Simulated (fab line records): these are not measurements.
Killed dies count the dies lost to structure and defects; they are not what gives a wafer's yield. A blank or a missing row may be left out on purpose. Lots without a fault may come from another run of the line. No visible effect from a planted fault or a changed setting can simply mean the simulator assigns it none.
Which tool is to blame? -- flow sky130 -- Sampling: 12 lots, 36 wafers, 5 of 708 route steps

## WHAT EACH GAUGE READ, for each wafer
SKY_CAP2M_RS_MEAS_03: uses a four-point probe to measure.
lot,measured,on,CAP2M_TIN_RS (ohm/sq)
L550,day 39 05:35,filmMetro-04,6.90 6.88 6.93
L551,day 39 17:45,filmMetro-01,6.92 7.02 6.92
L552,day 40 04:44,filmMetro-03,7.00 6.94 6.98
L553,day 40 08:45,filmMetro-04,6.91 6.86 6.87
L555,day 40 21:43,filmMetro-04,6.89 6.95 6.84
L556,day 41 06:22,filmMetro-04,6.91 6.98 6.86
L558,day 41 19:35,filmMetro-03,6.94 6.88 6.91
L559,day 42 00:58,filmMetro-03,6.76 6.78 6.79
L561,day 42 21:18,filmMetro-03,6.99 6.87 6.95
L562,day 43 02:38,filmMetro-04,6.89 6.77 6.88
L565,day 43 17:40,filmMetro-01,6.92 6.77 6.82
L573,day 46 02:13,filmMetro-04,6.92 6.87 6.94

SKY_VIA4_THK_MEAS_01.
lot,measured,on,VIA4_HDPCVD_THK (nm)
L550,day 41 07:49,filmMetro-03,1727 1747 1718
L551,day 41 19:37,filmMetro-04,1779 1739 1750
L552,day 42 06:05,filmMetro-03,1732 1778 1711
L553,day 42 09:17,filmMetro-03,1788 1781 1763
L555,day 42 21:50,filmMetro-03,1740 1767 1769
L556,day 43 07:28,filmMetro-04,1745 1769 1733
L558,day 43 20:56,filmMetro-02,1719 1721 1752
L559,day 44 01:49,filmMetro-04,1779 1734 1777
L561,day 44 20:49,filmMetro-03,1746 1766 1756
L562,day 45 01:53,filmMetro-03,1710 1713 2375
L565,day 45 15:29,filmMetro-02,2414 1732 1749
L573,day 47 20:00,filmMetro-04,1783 1765 1780

SKY_VIA4_BOW_MEAS_03.
lot,measured,on,VIA4_BOW (um)
L550,day 41 08:11,filmMetro-02,76 69 82
L551,day 41 19:59,filmMetro-02,90 83 91
L552,day 42 06:28,filmMetro-03,87 70 74
L553,day 42 09:39,filmMetro-04,77 76 86
L555,day 42 22:12,filmMetro-04,72 77 75
L556,day 43 07:50,filmMetro-03,71 91 74
L558,day 43 21:18,filmMetro-04,78 90 83
L559,day 44 02:10,filmMetro-04,66 67 85
L561,day 44 21:10,filmMetro-04,80 89 76
L562,day 45 02:15,filmMetro-03,88 79 86
L565,day 45 15:52,filmMetro-03,85 82 81
L573,day 47 20:22,filmMetro-02,72 72 84

## EACH LOT AND THE TOOL THAT RAN IT (in order: tool; ch and the chambers of the sampled wafers; start)
lot,SKY_METAL4_METAL_ETCH_18,SKY_VIA4_HDPCVD_00
L550,"rieMetal-02 ch 0,1, day 41 06:47","hdpcvd-01 ch 0,1,2, day 41 07:38"
L551,"rieMetal-04 ch 0,1, day 41 18:38","hdpcvd-02 ch 0,1,2, day 41 19:25"
L552,"rieMetal-01 ch 0,1, day 42 05:07","hdpcvd-01 ch 0,1, day 42 05:54"
L553,"rieMetal-01 ch 0,1, day 42 08:20","hdpcvd-02 ch 0,1,2, day 42 09:07"
L555,"rieMetal-01 ch 0,1, day 42 20:50","hdpcvd-01 ch 1,2, day 42 21:38"
L556,"rieMetal-04 ch 0,1, day 43 06:26","hdpcvd-02 ch 0,1,2, day 43 07:16"
L558,"rieMetal-01 ch 0,1, day 43 19:56","hdpcvd-02 ch 0,1,2, day 43 20:46"
L559,"rieMetal-04 ch 0,1, day 44 00:49","hdpcvd-01 ch 0,1, day 44 01:38"
L561,"rieMetal-01 ch 0,1, day 44 19:49","hdpcvd-02 ch 0,1,2, day 44 20:38"
L562,"rieMetal-02 ch 0,1, day 45 00:55","hdpcvd-01 ch 0,1, day 45 01:41"
L565,"rieMetal-01 ch 0,1, day 45 13:59","hdpcvd-01 ch 0,1,2, day 45 15:18"
L573,"rieMetal-02 ch 0,1, day 47 19:00","hdpcvd-01 ch 0,2, day 47 19:49"
- SKY_METAL4_METAL_ETCH_18: etches the open film in Cl2/BCl3, stops on SiO2, target depth 845 nm, time 183.1 s.
- SKY_VIA4_HDPCVD_00: deposits SiO2, target thk 1750 nm, time 291.7 s.

## AS READ BY THE TOOLS THEMSELVES (means over the sampled wafers that have a number; for cases with no such wafer, the mark the record gives instead)
SKY_METAL4_METAL_ETCH_18.
lot,tool,drypumpMotorCurrentA (A),oesProductAu (a.u.),throttleValvePct (%)
L550,rieMetal-02,4.9,0.862,22.265
L551,rieMetal-04,5.8,0.868,22.276
L552,rieMetal-01,6.0,0.872,22.262
L553,rieMetal-01,6.0,0.867,22.265
L555,rieMetal-01,6.0,0.867,22.268
L556,rieMetal-04,5.6,0.861,22.275
L558,rieMetal-01,6.0,0.861,22.257
L559,rieMetal-04,5.6,0.872,22.258
L561,rieMetal-01,6.0,0.870,22.268
L562,rieMetal-02,4.9,0.868,22.265
L565,rieMetal-01,6.1,0.862,22.269
L573,rieMetal-02,5.1,0.870,22.264

SKY_VIA4_HDPCVD_00.
lot,tool,runLengthS (s)
L550,hdpcvd-01,319.7
L551,hdpcvd-02,319.3
L552,hdpcvd-01,319.5
L553,hdpcvd-02,319.5
L555,hdpcvd-01,319.7
L556,hdpcvd-02,319.3
L558,hdpcvd-02,319.5
L559,hdpcvd-01,319.6
L561,hdpcvd-02,319.6
L562,hdpcvd-01,354.9
L565,hdpcvd-01,355.4
L573,hdpcvd-01,319.7

## THE ANSWER, worked out from the rows above alone
Rule: the lots themselves supply what counts as usual. The widest of any qualifying gaps counts: lots, ordered by their means at a reading, are off when they make up no more than a third of the lots, leave a main group of 4 or more, and stand apart from it by 3 or more times the standard deviation of that group's means. Not used: any main group whose means are identical at the precision the tables above print for the reading. Also off: a lot with no number at a reading for which 4 or more lots have one. Any other lot the step has rows for is counted as sound. Order of review: gauges by route order, followed by the tools' own readings, for which a lot's mean as printed above is used. The first step at which some lot is off is used, and at that step the reading that is off furthest; a lot without a number counts as furthest.
Off: L562, L565, seen at SKY_VIA4_THK_MEAS_01 (VIA4_HDPCVD_THK). The main group: mean 1754 nm, standard deviation 16.
If a tool, at a process step before that reading, ran all the lots that are off and no sound lot after the first of them, it fits. The gauges at SKY_VIA4_THK_MEAS_01 aren't tried: what is off there is off at SKY_VIA4_HDPCVD_00 too, on other tools, and a gauge's error can't cause that. Of those tried, none fits.

## WHAT THE SIMULATOR HAD INSERTED
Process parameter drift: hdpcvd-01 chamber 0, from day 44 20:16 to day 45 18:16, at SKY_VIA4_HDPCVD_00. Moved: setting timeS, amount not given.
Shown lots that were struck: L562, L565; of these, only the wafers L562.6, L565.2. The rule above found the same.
